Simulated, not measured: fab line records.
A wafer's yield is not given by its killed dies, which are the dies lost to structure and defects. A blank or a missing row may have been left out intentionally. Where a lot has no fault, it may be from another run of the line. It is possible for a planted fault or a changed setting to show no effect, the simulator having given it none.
Which tool is to blame? :: flow sky130 :: 42 wafers from 14 lots sampled at 5 of the route's 708 steps

== WHAT THE GAUGES READ, wafer by wafer ==
Not one reading of a measure or inspect step in the record can be checked against a usual standard deviation.

== WHICH TOOL RAN EACH LOT (tool, then ch and the chambers of the sampled wafers, then the start) ==
lot: L316
SKY_METAL3_DESCUM_15: rieMetal-01 ch 0,1, day 38 15:44
SKY_METAL3_ETCH_17: rieDiel-03 ch 0,1,2, day 38 15:52
SKY_METAL5_DESCUM_14: rieMetal-03 ch 0,1, day 43 21:37
SKY_PASSIVATION_CVD_00: pecvd-02 ch 0,2, day 43 22:58
SKY_PAD_OPEN_PROBE_99: prober-02, day 45 20:45

lot: L318
SKY_METAL3_DESCUM_15: rieMetal-01 ch 0,1, day 39 01:49
SKY_METAL3_ETCH_17: rieDiel-02 ch 1,2,3, day 39 01:57
SKY_METAL5_DESCUM_14: rieMetal-01 ch 0,1, day 44 07:31
SKY_PASSIVATION_CVD_00: pecvd-04 ch 0,1, day 44 08:22
SKY_PAD_OPEN_PROBE_99: prober-01, day 46 04:53

lot: L319
SKY_METAL3_DESCUM_15: rieMetal-04 ch 1, day 39 07:34
SKY_METAL3_ETCH_17: rieDiel-01 ch 0,1, day 39 07:48
SKY_METAL5_DESCUM_14: rieMetal-01 ch 0,1, day 44 13:25
SKY_PASSIVATION_CVD_00: pecvd-03 ch 0,1,2, day 44 14:37
SKY_PAD_OPEN_PROBE_99: prober-01, day 46 12:28

lot: L321
SKY_METAL3_DESCUM_15: rieMetal-04 ch 0,1, day 40 02:18
SKY_METAL3_ETCH_17: rieDiel-02 ch 0,2,3, day 40 02:25
SKY_METAL5_DESCUM_14: rieMetal-01 ch 0,1, day 45 04:39
SKY_PASSIVATION_CVD_00: pecvd-02 ch 0,2, day 45 05:31
SKY_PAD_OPEN_PROBE_99: prober-01, day 47 01:02

lot: L325
SKY_METAL3_DESCUM_15: rieMetal-01 ch 0,1, day 41 06:55
SKY_METAL3_ETCH_17: rieDiel-02 ch 1,3, day 41 07:03
SKY_METAL5_DESCUM_14: rieMetal-03 ch 0,1, day 46 04:44
SKY_PASSIVATION_CVD_00: pecvd-03 ch 0,1, day 46 05:40
SKY_PAD_OPEN_PROBE_99: prober-01, day 47 23:55

lot: L328
SKY_METAL3_DESCUM_15: rieMetal-02 ch 0,1, day 42 06:22
SKY_METAL3_ETCH_17: rieDiel-01 ch 0,1,3, day 42 06:30
SKY_METAL5_DESCUM_14: rieMetal-03 ch 0,1, day 47 00:52
SKY_PASSIVATION_CVD_00: pecvd-02 ch 1,2, day 47 01:44
SKY_PAD_OPEN_PROBE_99: prober-02, day 48 18:46

lot: L329
SKY_METAL3_DESCUM_15: rieMetal-01 ch 0,1, day 42 08:50
SKY_METAL3_ETCH_17: rieDiel-01 ch 1,2,3, day 42 08:58
SKY_METAL5_DESCUM_14: rieMetal-01 ch 0,1, day 47 02:23
SKY_PASSIVATION_CVD_00: pecvd-04 ch 1,2, day 47 03:15
SKY_PAD_OPEN_PROBE_99: -

lot: L330
SKY_METAL3_DESCUM_15: rieMetal-02 ch 0,1, day 42 18:47
SKY_METAL3_ETCH_17: rieDiel-03 ch 1,2,3, day 42 18:55
SKY_METAL5_DESCUM_14: rieMetal-01 ch 0,1, day 47 14:44
SKY_PASSIVATION_CVD_00: pecvd-02 ch 0,2, day 47 15:36
SKY_PAD_OPEN_PROBE_99: -

lot: L331
SKY_METAL3_DESCUM_15: rieMetal-04 ch 0,1, day 43 15:07
SKY_METAL3_ETCH_17: rieDiel-01 ch 1,3, day 43 15:15
SKY_METAL5_DESCUM_14: rieMetal-01 ch 0,1, day 48 06:05
SKY_PASSIVATION_CVD_00: pecvd-03 ch 0,2, day 48 06:58
SKY_PAD_OPEN_PROBE_99: -

lot: L334
SKY_METAL3_DESCUM_15: rieMetal-02 ch 0,1, day 43 23:04
SKY_METAL3_ETCH_17: rieDiel-01 ch 0,2,3, day 43 23:12
SKY_METAL5_DESCUM_14: rieMetal-03 ch 0,1, day 48 14:43
SKY_PASSIVATION_CVD_00: pecvd-03 ch 0,1,2, day 48 15:35
SKY_PAD_OPEN_PROBE_99: prober-01, day 50 05:23

lot: L336
SKY_METAL3_DESCUM_15: rieMetal-02 ch 0,1, day 44 14:24
SKY_METAL3_ETCH_17: rieDiel-02 ch 0,1, day 44 14:31
SKY_METAL5_DESCUM_14: rieMetal-03 ch 0,1, day 49 01:29
SKY_PASSIVATION_CVD_00: pecvd-04 ch 0,1,2, day 49 02:20
SKY_PAD_OPEN_PROBE_99: prober-01, day 50 14:23

lot: L338
SKY_METAL3_DESCUM_15: rieMetal-02 ch 0,1, day 44 19:38
SKY_METAL3_ETCH_17: rieDiel-01 ch 1,2,3, day 44 19:45
SKY_METAL5_DESCUM_14: rieMetal-01 ch 0,1, day 49 05:49
SKY_PASSIVATION_CVD_00: pecvd-04 ch 1,2, day 49 06:40
SKY_PAD_OPEN_PROBE_99: prober-01, day 50 19:15

lot: L337
SKY_METAL3_DESCUM_15: rieMetal-01 ch 0,1, day 44 20:29
SKY_METAL3_ETCH_17: rieDiel-02 ch 1,2,3, day 44 20:37
SKY_METAL5_DESCUM_14: rieMetal-02 ch 0,1, day 49 06:05
SKY_PASSIVATION_CVD_00: pecvd-04 ch 0,1, day 49 07:00
SKY_PAD_OPEN_PROBE_99: prober-02, day 50 19:31

lot: L339
SKY_METAL3_DESCUM_15: rieMetal-04 ch 0,1, day 45 00:08
SKY_METAL3_ETCH_17: rieDiel-01 ch 0,1, day 45 00:16
SKY_METAL5_DESCUM_14: rieMetal-01 ch 0,1, day 49 06:49
SKY_PASSIVATION_CVD_00: pecvd-04 ch 0,1, day 49 07:43
SKY_PAD_OPEN_PROBE_99: prober-01, day 50 20:39
- SKY_METAL3_DESCUM_15: chemistry O2, time 8 s.
- SKY_METAL3_ETCH_17: etches SiO2 in C4F8/O2/Ar, stops on TiN, time 3.9 s, target depth 15 nm.
- SKY_METAL5_DESCUM_14: chemistry O2, time 11 s.
- SKY_PASSIVATION_CVD_00: deposits SiO2, target thk 90 nm.
- SKY_PAD_OPEN_PROBE_99

== WHAT THE TOOLS THEMSELVES READ (means of the sampled wafers that have a number; where no wafer has one, the mark that the record gives instead) ==
SKY_METAL3_DESCUM_15.
lot: L316
tool: rieMetal-01
drypumpMotorCurrentA (A): 5.7
oesProductAu (a.u.): 0.991

lot: L318
tool: rieMetal-01
drypumpMotorCurrentA (A): 5.7
oesProductAu (a.u.): 0.991

lot: L319
tool: rieMetal-04
drypumpMotorCurrentA (A): 6.0
oesProductAu (a.u.): 1.013

lot: L321
tool: rieMetal-04
drypumpMotorCurrentA (A): 6.0
oesProductAu (a.u.): 1.006

lot: L325
tool: rieMetal-01
drypumpMotorCurrentA (A): 5.5
oesProductAu (a.u.): 0.986

lot: L328
tool: rieMetal-02
drypumpMotorCurrentA (A): 5.7
oesProductAu (a.u.): 0.998

lot: L329
tool: rieMetal-01
drypumpMotorCurrentA (A): 5.7
oesProductAu (a.u.): 0.982

lot: L330
tool: rieMetal-02
drypumpMotorCurrentA (A): 5.7
oesProductAu (a.u.): 1.011

lot: L331
tool: rieMetal-04
drypumpMotorCurrentA (A): 6.0
oesProductAu (a.u.): 0.997

lot: L334
tool: rieMetal-02
drypumpMotorCurrentA (A): 5.4
oesProductAu (a.u.): 1.001

lot: L336
tool: rieMetal-02
drypumpMotorCurrentA (A): 5.4
oesProductAu (a.u.): 1.009

lot: L338
tool: rieMetal-02
drypumpMotorCurrentA (A): 5.7
oesProductAu (a.u.): 1.008

lot: L337
tool: rieMetal-01
drypumpMotorCurrentA (A): 5.5
oesProductAu (a.u.): 0.989

lot: L339
tool: rieMetal-04
drypumpMotorCurrentA (A): 6.0
oesProductAu (a.u.): 1.004

SKY_METAL3_ETCH_17.
lot: L316
tool: rieDiel-03
oesProductAu (a.u.): 0.754

lot: L318
tool: rieDiel-02
oesProductAu (a.u.): 0.765

lot: L319
tool: rieDiel-01
oesProductAu (a.u.): 0.749

lot: L321
tool: rieDiel-02
oesProductAu (a.u.): 0.756

lot: L325
tool: rieDiel-02
oesProductAu (a.u.): 0.754

lot: L328
tool: rieDiel-01
oesProductAu (a.u.): 0.752

lot: L329
tool: rieDiel-01
oesProductAu (a.u.): 0.753

lot: L330
tool: rieDiel-03
oesProductAu (a.u.): 0.749

lot: L331
tool: rieDiel-01
oesProductAu (a.u.): 0.755

lot: L334
tool: rieDiel-01
oesProductAu (a.u.): 0.754

lot: L336
tool: rieDiel-02
oesProductAu (a.u.): 0.748

lot: L338
tool: rieDiel-01
oesProductAu (a.u.): 0.754

lot: L337
tool: rieDiel-02
oesProductAu (a.u.): 0.750

lot: L339
tool: rieDiel-01
oesProductAu (a.u.): 0.758

SKY_METAL5_DESCUM_14.
lot: L316
tool: rieMetal-03
drypumpMotorCurrentA (A): 5.3
oesProductAu (a.u.): 1.003

lot: L318
tool: rieMetal-01
drypumpMotorCurrentA (A): 5.7
oesProductAu (a.u.): 0.989

lot: L319
tool: rieMetal-01
drypumpMotorCurrentA (A): 5.5
oesProductAu (a.u.): 0.984

lot: L321
tool: rieMetal-01
drypumpMotorCurrentA (A): 5.5
oesProductAu (a.u.): 0.982

lot: L325
tool: rieMetal-03
drypumpMotorCurrentA (A): 5.3
oesProductAu (a.u.): 1.006

lot: L328
tool: rieMetal-03
drypumpMotorCurrentA (A): 5.0
oesProductAu (a.u.): 1.002

lot: L329
tool: rieMetal-01
drypumpMotorCurrentA (A): 5.8
oesProductAu (a.u.): 0.994

lot: L330
tool: rieMetal-01
drypumpMotorCurrentA (A): 5.7
oesProductAu (a.u.): 0.989

lot: L331
tool: rieMetal-01
drypumpMotorCurrentA (A): 5.7
oesProductAu (a.u.): 0.989

lot: L334
tool: rieMetal-03
drypumpMotorCurrentA (A): 5.0
oesProductAu (a.u.): 1.006

lot: L336
tool: rieMetal-03
drypumpMotorCurrentA (A): 5.0
oesProductAu (a.u.): 1.005

lot: L338
tool: rieMetal-01
drypumpMotorCurrentA (A): 5.7
oesProductAu (a.u.): 0.997

lot: L337
tool: rieMetal-02
drypumpMotorCurrentA (A): 5.7
oesProductAu (a.u.): 1.013

lot: L339
tool: rieMetal-01
drypumpMotorCurrentA (A): 5.7
oesProductAu (a.u.): 0.986

SKY_PASSIVATION_CVD_00.
lot: L316
tool: pecvd-02
heaterPowerOuterW (W): 383
heaterPowerW (W): 649

lot: L318
tool: pecvd-04
heaterPowerOuterW (W): 311
heaterPowerW (W): 517

lot: L319
tool: pecvd-03
heaterPowerOuterW (W): 416
heaterPowerW (W): 678

lot: L321
tool: pecvd-02
heaterPowerOuterW (W): 421
heaterPowerW (W): 702

lot: L325
tool: pecvd-03
heaterPowerOuterW (W): 503
heaterPowerW (W): 797

lot: L328
tool: pecvd-02
heaterPowerOuterW (W): 414
heaterPowerW (W): 736

lot: L329
tool: pecvd-04
heaterPowerOuterW (W): -
heaterPowerW (W): -

lot: L330
tool: pecvd-02
heaterPowerOuterW (W): -
heaterPowerW (W): -

lot: L331
tool: pecvd-03
heaterPowerOuterW (W): -
heaterPowerW (W): -

lot: L334
tool: pecvd-03
heaterPowerOuterW (W): 450
heaterPowerW (W): 731

lot: L336
tool: pecvd-04
heaterPowerOuterW (W): 309
heaterPowerW (W): 515

lot: L338
tool: pecvd-04
heaterPowerOuterW (W): 336
heaterPowerW (W): 563

lot: L337
tool: pecvd-04
heaterPowerOuterW (W): 332
heaterPowerW (W): 544

lot: L339
tool: pecvd-04
heaterPowerOuterW (W): 351
heaterPowerW (W): 576

SKY_PAD_OPEN_PROBE_99.
lot: L316
tool: prober-02
defectLimitedYield (%): 81.1
killed_at_M0_to_M3: 47
killed_at_M4_up: 3.7
killedAtContacts: 24
killedAtFrontEnd: 18
killedAtOther: 0.0
killedDies: 93
killedOnRim: 17
killedOpen: 51
killedShort: 41
sort_bin_3_pad_short (%): 0.7
sort_bin_5_function (%): 12.2
sort_bin_6_memory (%): 5.9
sortNPass: 399
sortYieldPct (%): 81.1

lot: L318
tool: prober-01
defectLimitedYield (%): 82.0
killed_at_M0_to_M3: 40
killed_at_M4_up: 2.7
killedAtContacts: 29
killedAtFrontEnd: 17
killedAtOther: 0.0
killedDies: 88
killedOnRim: 17
killedOpen: 46
killedShort: 42
sort_bin_3_pad_short (%): 1.1
sort_bin_5_function (%): 10.7
sort_bin_6_memory (%): 6.2
sortNPass: 404
sortYieldPct (%): 82.0

lot: L319
tool: prober-01
defectLimitedYield (%): 82.6
killed_at_M0_to_M3: 46
killed_at_M4_up: 3.3
killedAtContacts: 24
killedAtFrontEnd: 12
killedAtOther: 0.0
killedDies: 85
killedOnRim: 17
killedOpen: 46
killedShort: 40
sort_bin_3_pad_short (%): 0.8
sort_bin_5_function (%): 10.2
sort_bin_6_memory (%): 6.4
sortNPass: 407
sortYieldPct (%): 82.6

lot: L321
tool: prober-01
defectLimitedYield (%): 83.8
killed_at_M0_to_M3: 42
killed_at_M4_up: 4.7
killedAtContacts: 22
killedAtFrontEnd: 11
killedAtOther: 0.3
killedDies: 80
killedOnRim: 14
killedOpen: 45
killedShort: 35
sort_bin_3_pad_short (%): 0.7
sort_bin_5_function (%): 9.8
sort_bin_6_memory (%): 5.8
sortNPass: 412
sortYieldPct (%): 83.8

lot: L325
tool: prober-01
defectLimitedYield (%): 79.7
killed_at_M0_to_M3: 45
killed_at_M4_up: 3.0
killedAtContacts: 36
killedAtFrontEnd: 17
killedAtOther: 0.0
killedDies: 100
killedOnRim: 22
killedOpen: 55
killedShort: 45
sort_bin_3_pad_short (%): 1.5
sort_bin_5_function (%): 12.1
sort_bin_6_memory (%): 6.7
sortNPass: 392
sortYieldPct (%): 79.7

lot: L328
tool: prober-02
defectLimitedYield (%): 83.4
killed_at_M0_to_M3: 40
killed_at_M4_up: 1.3
killedAtContacts: 28
killedAtFrontEnd: 12
killedAtOther: 0.0
killedDies: 82
killedOnRim: 15
killedOpen: 43
killedShort: 39
sort_bin_3_pad_short (%): 0.5
sort_bin_5_function (%): 10.7
sort_bin_6_memory (%): 5.6
sortNPass: 410
sortYieldPct (%): 83.4

lot: L334
tool: prober-01
defectLimitedYield (%): 82.9
killed_at_M0_to_M3: 41
killed_at_M4_up: 3.7
killedAtContacts: 25
killedAtFrontEnd: 14
killedAtOther: 0.0
killedDies: 84
killedOnRim: 17
killedOpen: 50
killedShort: 35
sort_bin_3_pad_short (%): 0.9
sort_bin_5_function (%): 10.1
sort_bin_6_memory (%): 6.2
sortNPass: 408
sortYieldPct (%): 82.9

lot: L336
tool: prober-01
defectLimitedYield (%): 82.3
killed_at_M0_to_M3: 44
killed_at_M4_up: 3.0
killedAtContacts: 26
killedAtFrontEnd: 14
killedAtOther: 0.3
killedDies: 87
killedOnRim: 17
killedOpen: 47
killedShort: 41
sort_bin_3_pad_short (%): 0.7
sort_bin_5_function (%): 10.0
sort_bin_6_memory (%): 7.0
sortNPass: 405
sortYieldPct (%): 82.3

lot: L338
tool: prober-01
defectLimitedYield (%): 83.9
killed_at_M0_to_M3: 39
killed_at_M4_up: 3.3
killedAtContacts: 23
killedAtFrontEnd: 14
killedAtOther: 0.0
killedDies: 79
killedOnRim: 15
killedOpen: 44
killedShort: 35
sort_bin_3_pad_short (%): 0.7
sort_bin_5_function (%): 9.7
sort_bin_6_memory (%): 5.7
sortNPass: 413
sortYieldPct (%): 83.9

lot: L337
tool: prober-02
defectLimitedYield (%): 82.1
killed_at_M0_to_M3: 44
killed_at_M4_up: 1.3
killedAtContacts: 26
killedAtFrontEnd: 17
killedAtOther: 0.7
killedDies: 88
killedOnRim: 20
killedOpen: 50
killedShort: 38
sort_bin_3_pad_short (%): 0.9
sort_bin_5_function (%): 10.2
sort_bin_6_memory (%): 6.8
sortNPass: 404
sortYieldPct (%): 82.1

lot: L339
tool: prober-01
defectLimitedYield (%): 82.9
killed_at_M0_to_M3: 45
killed_at_M4_up: 2.3
killedAtContacts: 22
killedAtFrontEnd: 15
killedAtOther: 0.3
killedDies: 84
killedOnRim: 12
killedOpen: 45
killedShort: 40
sort_bin_3_pad_short (%): 0.8
sort_bin_5_function (%): 9.9
sort_bin_6_memory (%): 6.4
sortNPass: 408
sortYieldPct (%): 82.9

== THE ANSWER, worked out from the rows above alone ==
Rule: what is usual is taken from the lots themselves. Put in order of their means at a reading, lots are off if they are a third of the lots or fewer, leave a main group of 4 or more, and stand apart from it by a gap of 3 or more times the standard deviation of the main group's means; of several such gaps the widest counts. A main group whose means are all the same, to the digits that the tables above print for the reading, isn't used. Also off: a lot with no number at a reading for which 4 or more lots have one. All remaining lots with rows at the step are treated as sound. After the gauges, taken in route order, come the tools' own readings; for these a lot's mean is taken, as printed above. At the first step where some lot is off, the reading lying furthest off is the one used; lots without a number count as furthest.
Off: L329, L330, L331 (SKY_PASSIVATION_CVD_00, heaterPowerOuterW). Without a number there: L329, L330, L331. The main group has a mean of 384 W with a standard deviation of 59.
If a tool, at that step or one of the process steps before it, ran each lot that is off and ran no sound lot following the first of them, it fits. None of those tried fits.

== WHAT HAD BEEN PUT IN BY THE SIMULATOR ==
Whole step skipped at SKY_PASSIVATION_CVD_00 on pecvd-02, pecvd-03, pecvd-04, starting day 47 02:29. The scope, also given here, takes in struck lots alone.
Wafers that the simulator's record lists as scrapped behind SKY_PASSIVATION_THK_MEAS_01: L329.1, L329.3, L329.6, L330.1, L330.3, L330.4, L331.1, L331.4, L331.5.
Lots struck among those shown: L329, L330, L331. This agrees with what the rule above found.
